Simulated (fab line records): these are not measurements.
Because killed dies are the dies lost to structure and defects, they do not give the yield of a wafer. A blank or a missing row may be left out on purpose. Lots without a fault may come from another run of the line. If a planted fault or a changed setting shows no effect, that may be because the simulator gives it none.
fab line records    flow gf180mcu    part 2 of 2: steps 34 to 45 of 45
[record] lots = 5  wafers = 15  lastDay = 33
route steps=602 shown POLY_GATE@163 HV_LDD@176
lots with no fault: from the same line, run without faults
startH: hours from the record's opening day to when the first of the lot's shown wafers began    waitH: hours from the lot's prior step to this one    " repeats the value in the row above    L1.1+2: one row covering several wafers at once    - no value present, or no start provided    * or withheld: withheld    < > ~ a bound
route shown NAME@n: names a module that has steps shown in the file, with the first one's number in the route    usual: the fault-free wafers' mean and standard deviation    same: alike in all rows    chamber/n: place in a boat    sites: readings site by site    _std_site: the values' standard deviation    _edge_site: mean of outer sites minus mean of inner sites    radiusMm: how far each site lies from the wafer's centre    mask NAME#n: copy n    behind: the last tool/chamber to shape the wafer    hold: why the lot went on hold/how many hours it stayed there/how the hold came to an end    device: the transistor (n, p or np) that didn't switch    end of line: the route-end tests of the same wafers    step lacking rows: just its recipe    killed: dies lost to structure and defects at the first sort, not the wafer's yield    map: shows each die of a wafer: x if killed, . if not, _ if none is there
set.NAME: the setting as run; set.NAME@STEP: as run at that earlier step    model.NAME: the simulator's own value behind a step, which no gauge read
lots at selected steps of the route; one table per step, one row per wafer
services: when a tool's chamber went out of use (startH, in hours from the record's first day, below 0 if earlier), for how many hours, and the reason
[[steps]]
[step GF_HV_LDD_OVL_MEAS_20]
[usual] HV_LDD_01_OVL = 0.5/1.3
lot.wafer  tool        chamber  startH  waitH  HV_LDD_01_OVL[nm]
L076.3     overlay-02  -        250.53  0.1    1.3
L076.5     "           -        "       "      -0.5
L076.6     "           -        "       "      0.0
L089.2     overlay-02  -        350.54  0.1    0.2
L089.3     "           -        "       "      -1.1
L089.4     "           -        "       "      0.9
L090.2     overlay-02  -        357.54  0.1    2.0
L090.4     "           -        "       "      0.8
L090.6     "           -        "       "      1.4
L091.1     overlay-01  -        365.06  0.1    0.5
L091.2     "           -        "       "      0.8
L091.5     "           -        "       "      -0.5
L093.2     overlay-01  -        373.99  0.1    -0.3
L093.3     "           -        "       "      -1.1
L093.6     "           -        "       "      -2.0
[step GF_HV_LDD_IMPLANT_21]
[recipe] species = BF2  energyKev = 25  doseCm2 = 5e+13  tiltDeg = 7
[usual] beamOnS = 9.99/0.21  tiltDeg = 6.993/0.021
lot.wafer  tool          chamber  startH  waitH  beamOnS  tiltDeg
L076.3     implanter-02  0        250.61  0.1    10.14    6.986
L076.5     "             0        "       "      10.01    6.980
L076.6     "             0        "       "      10.32    6.996
L089.2     implanter-04  0        350.59  0.0    9.80     7.015
L089.3     "             0        "       "      10.01    7.012
L089.4     "             0        "       "      10.01    6.988
L090.2     implanter-04  0        357.59  0.0    9.92     6.990
L090.4     "             0        "       "      9.94     6.966
L090.6     "             0        "       "      9.79     6.979
L091.1     implanter-04  0        365.09  0.0    10.04    7.016
L091.2     "             0        "       "      9.76     7.036
L091.5     "             0        "       "      10.11    7.046
L093.2     implanter-02  0        374.04  0.0    9.83     6.986
L093.3     "             0        "       "      10.02    7.001
L093.6     "             0        "       "      9.93     6.988
[step GF_HV_LDD_STRIP_22]
[recipe] chemistry = O2/N2  powerW = 1400  pressureMtorr = 1500  platenTempC = 250  o2FlowSccm = 3000  n2FlowSccm = 300  overashFraction = 0.5
[usual] drypumpMotorCurrentA = 5.67/0.24  heaterPowerW = 334/23  oesProductAu = 0.716/0.0045  stripTimeToEndpointS = 12.616/0.029
lot.wafer  tool            chamber  startH  waitH  drypumpMotorCurrentA  heaterPowerW  oesProductAu  rfHoursCounterH  stripTimeToEndpointS
L076.3     plasmaAsher-02  1        250.74  0.1    5.60                  340           0.710         -                12.608
L076.5     "               0        "       "      6.05                  363           0.708         -                12.628
L076.6     "               1        "       "      5.62                  353           0.715         -                12.600
L089.2     plasmaAsher-01  0        350.72  0.1    5.47                  302           0.719         68               12.590
L089.3     "               0        "       "      5.48                  308           0.717         -                12.609
L089.4     "               1        "       "      5.57                  335           0.716         -                12.574
L090.2     plasmaAsher-04  0        357.72  0.1    5.99                  314           0.714         59               12.603
L090.4     "               1        "       "      5.38                  357           0.722         -                12.626
L090.6     "               0        "       "      5.98                  312           0.719         -                12.645
L091.1     plasmaAsher-02  0        365.24  0.1    6.04                  362           0.710         67               12.593
L091.2     "               1        "       "      5.61                  356           0.713         67               12.610
L091.5     "               1        "       "      5.61                  355           0.720         -                12.657
L093.2     plasmaAsher-02  1        374.17  0.1    5.63                  349           0.716         68               12.598
L093.3     "               0        "       "      6.07                  365           0.720         -                12.590
L093.6     "               0        "       "      6.09                  364           0.717         -                12.576
[step GF_HV_LDD_TW_MEAS_23]
[usual] HV_LDD_2_TW = 1059/6.6
lot.wafer  tool          chamber  startH  waitH  HV_LDD_2_TW
L076.3     filmMetro-04  -        250.83  0.1    1066
L076.5     "             -        "       "      1065
L076.6     "             -        "       "      1063
L089.2     filmMetro-03  -        350.83  0.1    1058
L089.3     "             -        "       "      1055
L089.4     "             -        "       "      1054
L090.2     filmMetro-04  -        357.83  0.1    1069
L090.4     "             -        "       "      1071
L090.6     "             -        "       "      1069
L091.1     filmMetro-04  -        365.34  0.1    1063
L091.2     "             -        "       "      1062
L091.5     "             -        "       "      1067
L093.2     filmMetro-02  -        374.28  0.1    1051
L093.3     "             -        "       "      1057
L093.6     "             -        "       "      1056
[step GF_HV_LDD_DEHYDRATE_24]
[recipe] tempC = 200  timeS = 60
lot.wafer   tool           chamber  startH  waitH
L076.3+5+6  lithoTrack-01  0        259.34  8.5
L089.2+3+4  lithoTrack-01  0        360.86  10.0
L090.2+4+6  lithoTrack-03  0        368.28  10.4
L091.1+2+5  lithoTrack-03  0        375.76  10.4
L093.2+3+6  lithoTrack-02  0        384.18  9.9
[step GF_HV_LDD_HMDS_25]
[recipe] primeTimeS = 60  primeTempC = 120
[same] primeTimeS = 60
lot.wafer   tool           chamber  startH  waitH
L076.3+5+6  lithoTrack-01  0        259.49  0.1
L089.2+3+4  lithoTrack-01  0        361.01  0.1
L090.2+4+6  lithoTrack-03  0        368.43  0.1
L091.1+2+5  lithoTrack-03  0        375.91  0.1
L093.2+3+6  lithoTrack-02  0        384.33  0.1
[step GF_HV_LDD_COAT_26]
[recipe] resist = NOVOLAK  spinRpm = 3000  resistThkNm = 1000
lot.wafer   tool           chamber  startH  waitH
L076.3+5+6  lithoTrack-01  0        259.64  0.1
L089.2+3+4  lithoTrack-01  0        361.16  0.1
L090.2+4+6  lithoTrack-03  0        368.58  0.1
L091.1+2+5  lithoTrack-03  0        376.06  0.1
L093.2+3+6  lithoTrack-02  0        384.48  0.1
[step GF_HV_LDD_SOFTBAKE_27]
[recipe] tempC = 90  timeS = 60  resist = NOVOLAK
lot.wafer   tool           chamber  startH  waitH
L076.3+5+6  lithoTrack-01  0        259.79  0.1
L089.2+3+4  lithoTrack-01  0        361.31  0.1
L090.2+4+6  lithoTrack-03  0        368.73  0.1
L091.1+2+5  lithoTrack-03  0        376.21  0.1
L093.2+3+6  lithoTrack-02  0        384.63  0.1
[step GF_HV_LDD_EXPOSE_28]
[recipe] maskId = Nplus_HV_AREA  targetCdNm = 400  na = 0.6  sourceShape = conventional  sigmaOuter = 0.6  doseMj = 140
[same] sigmaOuter = 0.6
lot.wafer   tool             chamber  startH  waitH  mask
L076.3+5+6  ilineStepper-01  0        -       -      Nplus_HV_AREA#0
L089.2+3+4  ilineStepper-02  0        -       -      Nplus_HV_AREA#0
L090.2+4+6  ilineStepper-01  0        -       -      Nplus_HV_AREA#0
L091.1+2+5  ilineStepper-01  0        -       -      Nplus_HV_AREA#0
L093.2+3+6  ilineStepper-02  0        -       -      Nplus_HV_AREA#0
[step GF_HV_LDD_PEB_29]
[recipe] tempC = withheld  timeS = *  resist = NOVOLAK
lot.wafer   tool           chamber  startH  waitH
L076.3+5+6  lithoTrack-03  0        -       -
L089.2+3+4  lithoTrack-03  0        -       -
L090.2+4+6  lithoTrack-01  0        -       -
L091.1+2+5  lithoTrack-02  0        -       -
L093.2+3+6  lithoTrack-01  0        -       -
[step GF_HV_LDD_DEVELOP_30]
[recipe] developTimeS = 60  devTempC = 23
lot.wafer   tool           chamber  startH  waitH
L076.3+5+6  lithoTrack-03  0        269.01  0.1
L089.2+3+4  lithoTrack-03  0        372.18  0.1
L090.2+4+6  lithoTrack-01  0        379.76  0.1
L091.1+2+5  lithoTrack-02  0        387.15  0.1
L093.2+3+6  lithoTrack-01  0        395.66  0.1
[step GF_HV_LDD_CD_MEAS_31]
[recipe] targetCdNm = 400
[usual] cdNm = 399.7/2.4
lot.wafer  tool      chamber  startH  waitH  cdNm
L076.3     cdSem-01  -        269.15  0.1    400.5
L076.5     "         -        "       "      400.1
L076.6     "         -        "       "      404.4
L089.2     cdSem-02  -        372.33  0.1    401.2
L089.3     "         -        "       "      401.7
L089.4     "         -        "       "      399.8
L090.2     cdSem-02  -        379.91  0.1    398.1
L090.4     "         -        "       "      396.3
L090.6     "         -        "       "      396.4
L091.1     cdSem-02  -        387.30  0.1    397.4
L091.2     "         -        "       "      396.8
L091.5     "         -        "       "      399.6
L093.2     cdSem-02  -        395.81  0.1    397.8
L093.3     "         -        "       "      398.0
L093.6     "         -        "       "      395.8
[[services]]
tool             chamber  startH  hours  kind
krfScanner-01    -        183.71  1.0    pm
implanter-01     -        183.97  4.2    pm
krfScanner-01    -        195.98  4.0    pm
krfScanner-01    -        232.31  1.3    pm
ilineStepper-01  -        234.31  1.7    pm
krfScanner-01    -        235.64  0.8    pm
furnace-01       -        246.55  3.5    pm
ilineStepper-02  -        249.78  1.7    pm
furnace-01       -        252.25  7.9    repair
ilineStepper-01  -        260.98  4.3    pm
plasmaAsher-01   -        268.23  9.3    repair
rieSi-02         -        271.48  0.3    repair
krfScanner-01    -        287.68  4.2    repair
implanter-02     -        290.17  5.8    repair
ilineStepper-01  -        305.20  7.3    repair
rieSi-02         -        310.83  0.1    repair
krfScanner-01    -        311.38  2.8    repair
krfScanner-01    -        314.20  4.4    pm
implanter-02     -        317.04  1.1    repair
krfScanner-01    -        322.33  11.6   pm
plasmaAsher-02   -        340.77  2.8    pm
implanter-02     -        341.10  10.0   repair
furnace-01       -        351.49  5.9    repair
krfScanner-01    -        352.71  1.0    pm
